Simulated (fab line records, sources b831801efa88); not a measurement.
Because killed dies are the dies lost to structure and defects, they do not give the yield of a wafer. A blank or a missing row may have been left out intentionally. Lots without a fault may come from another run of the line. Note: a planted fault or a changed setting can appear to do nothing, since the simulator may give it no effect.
Which of the tools did it? :: flow sky130 :: Sampling: 12 lots, 36 wafers, 2 of 708 route steps

## WHAT THE GAUGES SHOWED, per wafer
SKY_CAPM_THK_MEAS_01. Usual: for CAPM_CVD_00_THK the level is 15.53 nm and the standard deviation is 0.21.
lot: L722
measured: day 36 11:20
on: film-metro-02
CAPM_CVD_00_THK (nm): 15.73 16.02 15.87
flag: 

lot: L723
measured: day 36 18:18
on: film-metro-01
CAPM_CVD_00_THK (nm): 15.60 15.47 15.69
flag: 

lot: L724
measured: day 37 13:14
on: film-metro-01
CAPM_CVD_00_THK (nm): 15.41 15.79 15.81
flag: 

lot: L726
measured: day 37 23:39
on: film-metro-04
CAPM_CVD_00_THK (nm): 15.47 15.65 15.92
flag: 

lot: L729
measured: day 38 16:46
on: film-metro-04
CAPM_CVD_00_THK (nm): 15.31 15.77 15.46
flag: 

lot: L733
measured: day 39 18:25
on: film-metro-04
CAPM_CVD_00_THK (nm): 15.56 15.53 15.57
flag: 

lot: L734
measured: day 40 13:49
on: film-metro-01
CAPM_CVD_00_THK (nm): 15.42 15.96 15.65
flag: 

lot: L735
measured: day 40 16:23
on: film-metro-01
CAPM_CVD_00_THK (nm): 15.63 15.76 15.64
flag: 

lot: L737
measured: day 40 22:53
on: film-metro-02
CAPM_CVD_00_THK (nm): 15.85 15.75 15.78
flag: 

lot: L740
measured: day 42 07:38
on: film-metro-01
CAPM_CVD_00_THK (nm): 15.18 15.65 15.63
flag: 

lot: L741
measured: day 42 11:13
on: film-metro-04
CAPM_CVD_00_THK (nm): 15.54 15.54 15.65
flag: 

lot: L745
measured: day 43 22:16
on: film-metro-02
CAPM_CVD_00_THK (nm): 15.38 15.33 15.90
flag: 

## WHICH TOOL RAN EACH LOT (tool, then ch and the chambers of the sampled wafers, then the start)
lot: L722
SKY_METAL3_SPUTTER_01: pvd-sputter-01, day 36 11:09

lot: L723
SKY_METAL3_SPUTTER_01: pvd-sputter-04, day 36 18:07

lot: L724
SKY_METAL3_SPUTTER_01: pvd-sputter-01, day 37 13:05

lot: L726
SKY_METAL3_SPUTTER_01: pvd-sputter-04, day 37 23:29

lot: L729
SKY_METAL3_SPUTTER_01: pvd-sputter-04, day 38 16:35

lot: L733
SKY_METAL3_SPUTTER_01: pvd-sputter-01, day 39 18:16

lot: L734
SKY_METAL3_SPUTTER_01: pvd-sputter-04, day 40 13:38

lot: L735
SKY_METAL3_SPUTTER_01: pvd-sputter-04, day 40 16:13

lot: L737
SKY_METAL3_SPUTTER_01: pvd-sputter-01, day 40 22:43

lot: L740
SKY_METAL3_SPUTTER_01: pvd-sputter-03, day 42 07:29

lot: L741
SKY_METAL3_SPUTTER_01: pvd-sputter-04, day 42 11:03

lot: L745
SKY_METAL3_SPUTTER_01: pvd-sputter-03, day 43 22:06
- SKY_METAL3_SPUTTER_01: material TiN, target thk 20 nm, time 16.7 s.

## AS READ BY THE TOOLS THEMSELVES (means over the sampled wafers that have a number; for cases with no such wafer, the mark the record gives instead)
SKY_METAL3_SPUTTER_01. Usual: cathode-dc-power-W 6500.0 W, standard deviation 1.3; throttle-valve-pct 29.8 %, standard deviation 0.71.
lot: L722
tool: pvd-sputter-01
cathode-dc-power-W (W): 6500.4
throttle-valve-pct (%): 29.9
flag: 

lot: L723
tool: pvd-sputter-04
cathode-dc-power-W (W): 6499.7
throttle-valve-pct (%): 29.7
flag: 

lot: L724
tool: pvd-sputter-01
cathode-dc-power-W (W): 6500.0
throttle-valve-pct (%): 30.1
flag: 

lot: L726
tool: pvd-sputter-04
cathode-dc-power-W (W): 6501.8
throttle-valve-pct (%): 29.9
flag: 

lot: L729
tool: pvd-sputter-04
cathode-dc-power-W (W): 6500.9
throttle-valve-pct (%): 29.6
flag: 

lot: L733
tool: pvd-sputter-01
cathode-dc-power-W (W): 6500.6
throttle-valve-pct (%): 30.2
flag: 

lot: L734
tool: pvd-sputter-04
cathode-dc-power-W (W): 6499.0
throttle-valve-pct (%): 29.4
flag: 

lot: L735
tool: pvd-sputter-04
cathode-dc-power-W (W): 6500.9
throttle-valve-pct (%): 29.6
flag: 

lot: L737
tool: pvd-sputter-01
cathode-dc-power-W (W): 6500.0
throttle-valve-pct (%): 29.5
flag: 

lot: L740
tool: pvd-sputter-03
cathode-dc-power-W (W): 6500.2
throttle-valve-pct (%): 30.7
flag: 

lot: L741
tool: pvd-sputter-04
cathode-dc-power-W (W): 6500.9
throttle-valve-pct (%): 30.0
flag: 

lot: L745
tool: pvd-sputter-03
cathode-dc-power-W (W): 6499.1
throttle-valve-pct (%): 30.0
flag: 

## THE ANSWER, worked out from the rows above alone
Rule: a lot is off if the mean of its wafers that have a number lies more than 3 standard deviations from the usual mean. Also off: a lot with no number at a reading for which 4 or more lots have one. The other lots that the step has rows for count as sound. Order of review: gauges by route order, followed by the tools' own readings, for which a lot's mean as printed above is used. The first step at which some lot is off is used, and at that step the reading that is off furthest; a lot without a number counts as furthest.
None of the lots is off at any reading shown; this tells nothing.

## WHAT WAS PUT IN BY THE SIMULATOR
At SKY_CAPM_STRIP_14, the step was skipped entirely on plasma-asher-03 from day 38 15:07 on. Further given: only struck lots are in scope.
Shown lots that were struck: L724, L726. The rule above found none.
